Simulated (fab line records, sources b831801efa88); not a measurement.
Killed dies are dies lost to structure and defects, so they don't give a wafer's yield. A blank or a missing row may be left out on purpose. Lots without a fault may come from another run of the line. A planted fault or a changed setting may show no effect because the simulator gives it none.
Which tool did it? | flow gf180mcu | 12 lots, 36 wafers sampled, at 5 steps of a route of 602

WHAT THE GAUGES READ, wafer by wafer
GF_V2_THK_MEAS_25: measures by xrf.
lot  | measured     | on            | V2_W_THK (nm)
L518 | day 20 12:30 | film_metro-03 | 366 360 363
L522 | day 21 19:13 | film_metro-03 | 354 358 354
L528 | day 24 00:52 | film_metro-04 | 361 363 366
L529 | day 24 09:39 | film_metro-03 | 361 367 360
L530 | day 24 17:14 | film_metro-01 | 357 356 358
L532 | day 25 10:07 | film_metro-03 | 356 353 356
L535 | day 26 06:11 | film_metro-01 | 358 357 358
L536 | day 26 15:31 | film_metro-03 | 365 367 365
L537 | day 26 22:40 | film_metro-04 | 356 359 357
L538 | day 27 01:23 | film_metro-01 | 358 359 360
L539 | day 27 07:34 | film_metro-03 | 358 355 351
L541 | day 28 00:31 | film_metro-04 | 356 356 357

GF_V3_CD_MEAS_14: target cd 260 nm.
lot  | measured     | on        | cd_nm (nm)
L518 | day 22 14:05 | cd_sem-01 | 259.7 261.0 259.3
L522 | day 23 18:26 | cd_sem-02 | 261.3 260.6 261.0
L528 | day 25 21:23 | cd_sem-01 | 260.0 260.1 261.1
L529 | day 26 06:27 | cd_sem-01 | 268.2 269.9 269.2 268.4 269.8 269.3
L530 | day 26 13:29 | cd_sem-02 | 262.2 262.0 261.3
L532 | day 27 05:08 | cd_sem-02 | 268.9 267.9 267.2 268.8 267.9 267.3
L535 | day 28 00:46 | cd_sem-02 | 261.1 260.2 260.1
L536 | day 28 10:10 | cd_sem-02 | 259.4 260.1 258.6
L537 | day 28 17:19 | cd_sem-02 | 260.3 260.8 260.2
L538 | day 28 19:24 | cd_sem-02 | 259.0 261.2 258.7
L539 | day 29 01:40 | cd_sem-02 | 262.1 260.5 261.6
L541 | day 29 16:58 | cd_sem-02 | 261.5 259.2 261.3

WHICH TOOL RAN EACH LOT (tool, then ch and the chambers of the sampled wafers, then the start)
lot  | GF_M3_SPUTTER_03             | GF_V3_CVD_02                    | GF_V3_PEB_12
L518 | pvd_sputter-02, day 20 13:01 | pecvd-02 ch 0,1, day 21 14:16   | litho_track-02 ch 0, day 22 13:44
L522 | pvd_sputter-04, day 21 19:44 | pecvd-03 ch 0,2, day 22 19:44   | litho_track-04 ch 0, day 23 18:05
L528 | pvd_sputter-04, day 24 01:23 | pecvd-03 ch 1,2, day 25 00:16   | litho_track-02 ch 0, day 25 21:02
L529 | pvd_sputter-02, day 24 10:10 | pecvd-01 ch 0,2, day 25 09:03   | litho_track-02 ch 0, day 26 06:07
L530 | pvd_sputter-01, day 24 17:44 | pecvd-03 ch 0,1, day 25 16:11   | litho_track-01 ch 0, day 26 13:10
L532 | pvd_sputter-04, day 25 10:38 | pecvd-03 ch 0,1,2, day 26 08:25 | litho_track-02 ch 0, day 27 04:41
L535 | pvd_sputter-01, day 26 06:41 | pecvd-02 ch 0,1,2, day 27 04:30 | litho_track-01 ch 0, day 28 00:26
L536 | pvd_sputter-04, day 26 16:01 | pecvd-03 ch 0,1,2, day 27 13:54 | litho_track-01 ch 0, day 28 09:51
L537 | pvd_sputter-01, day 26 23:11 | pecvd-01 ch 0,1,2, day 27 20:24 | litho_track-04 ch 0, day 28 16:58
L538 | pvd_sputter-01, day 27 01:55 | pecvd-01 ch 0,1, day 27 23:02   | litho_track-01 ch 0, day 28 19:03
L539 | pvd_sputter-02, day 27 08:04 | pecvd-01 ch 0,1,2, day 28 05:32 | litho_track-01 ch 0, day 29 01:21
L541 | pvd_sputter-01, day 28 01:02 | pecvd-01 ch 0,2, day 28 21:38   | litho_track-04 ch 0, day 29 16:37
- GF_M3_SPUTTER_03: material Ti, target thk 10 nm, time 6.7 s.
- GF_V3_CVD_02: deposits SiO2 from TEOS, target thk 850 nm, time 94.851 s.
- GF_V3_PEB_12: peb time 90 s.

WHAT THE TOOLS THEMSELVES READ (means of the sampled wafers that have a number; where no wafer has one, the mark that the record gives instead)
GF_M3_SPUTTER_03.
lot  | tool           | throttle_valve_pct (%)
L518 | pvd_sputter-02 | 30.2
L522 | pvd_sputter-04 | 29.6
L528 | pvd_sputter-04 | 29.8
L529 | pvd_sputter-02 | 29.9
L530 | pvd_sputter-01 | 30.1
L532 | pvd_sputter-04 | 30.6
L535 | pvd_sputter-01 | 29.7
L536 | pvd_sputter-04 | 29.8
L537 | pvd_sputter-01 | 30.0
L538 | pvd_sputter-01 | 29.7
L539 | pvd_sputter-02 | 29.7
L541 | pvd_sputter-01 | 30.3

GF_V3_CVD_02.
lot  | tool     | heater_power_w (W)
L518 | pecvd-02 | 646
L522 | pecvd-03 | 677
L528 | pecvd-03 | 555
L529 | pecvd-01 | 665
L530 | pecvd-03 | 647
L532 | pecvd-03 | 613
L535 | pecvd-02 | 666
L536 | pecvd-03 | 624
L537 | pecvd-01 | 742
L538 | pecvd-01 | 826
L539 | pecvd-01 | 783
L541 | pecvd-01 | 723

GF_V3_PEB_12.
lot  | tool           | heater_power_total_W (W) | plate_temp_C (C)
L518 | litho_track-02 | 85.67                    | 135.03
L522 | litho_track-04 | 85.79                    | 134.98
L528 | litho_track-02 | 85.71                    | 135.16
L529 | litho_track-02 | 88.68                    | 138.68
L530 | litho_track-01 | 85.77                    | 135.09
L532 | litho_track-02 | 88.70                    | 138.51
L535 | litho_track-01 | 85.67                    | 135.13
L536 | litho_track-01 | 85.71                    | 134.87
L537 | litho_track-04 | 85.70                    | 134.74
L538 | litho_track-01 | 85.71                    | 134.94
L539 | litho_track-01 | 85.67                    | 134.94
L541 | litho_track-04 | 85.76                    | 134.89

THE ANSWER, worked out from the rows above alone
Rule: what is usual is taken from the lots themselves. Put in order of their means at a reading, lots are off if they are a third of the lots or fewer, leave a main group of 4 or more, and stand apart from it by a gap of 3 or more times the standard deviation of the main group's means; of several such gaps the widest counts. A main group whose means are all the same, to the digits that the tables above print for the reading, isn't used. A lot without any number at a reading at which 4 lots or more have one is off too. The other lots that the step has rows for count as sound. The gauges are gone through in route order, then the tools' own readings, and for those a lot's mean is taken as printed above. The first step at which some lot is off is used, and at that step the reading that is off furthest; a lot without a number counts as furthest.
Off: L529, L532, at GF_V3_CD_MEAS_14 (cd_nm). The main group: mean 260.5 nm, standard deviation 0.72.
A tool fits if, at a process step before that reading, it ran every lot that is off, and no sound lot after the first of them. The gauges at GF_V3_CD_MEAS_14 aren't tried: what is off there is off at GF_V3_PEB_12 too, on other tools, and a gauge's error can't cause that. One fits: litho_track-02 at GF_V3_PEB_12. Its last sound lot is L528 (day 25 21:02), its first lot that is off L529 (day 26 06:07): a fault that began between those two fits.
The tool's own readings at GF_V3_PEB_12 bear it out: on the lots that are off they differ by more than 5 times the standard deviation of the sound lots' means. heater_power_total_W reads 88.69 W there against 85.72 W on the sound lots; plate_temp_C reads 138.59 C there against 134.98 C on the sound lots.

WHAT THE SIMULATOR HAD PUT IN
Process parameter drift: litho_track-02, from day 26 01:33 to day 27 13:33, at GF_V3_PEB_12. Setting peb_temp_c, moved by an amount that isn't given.
Lots struck among those shown: L529, L532. The rule above found the same.
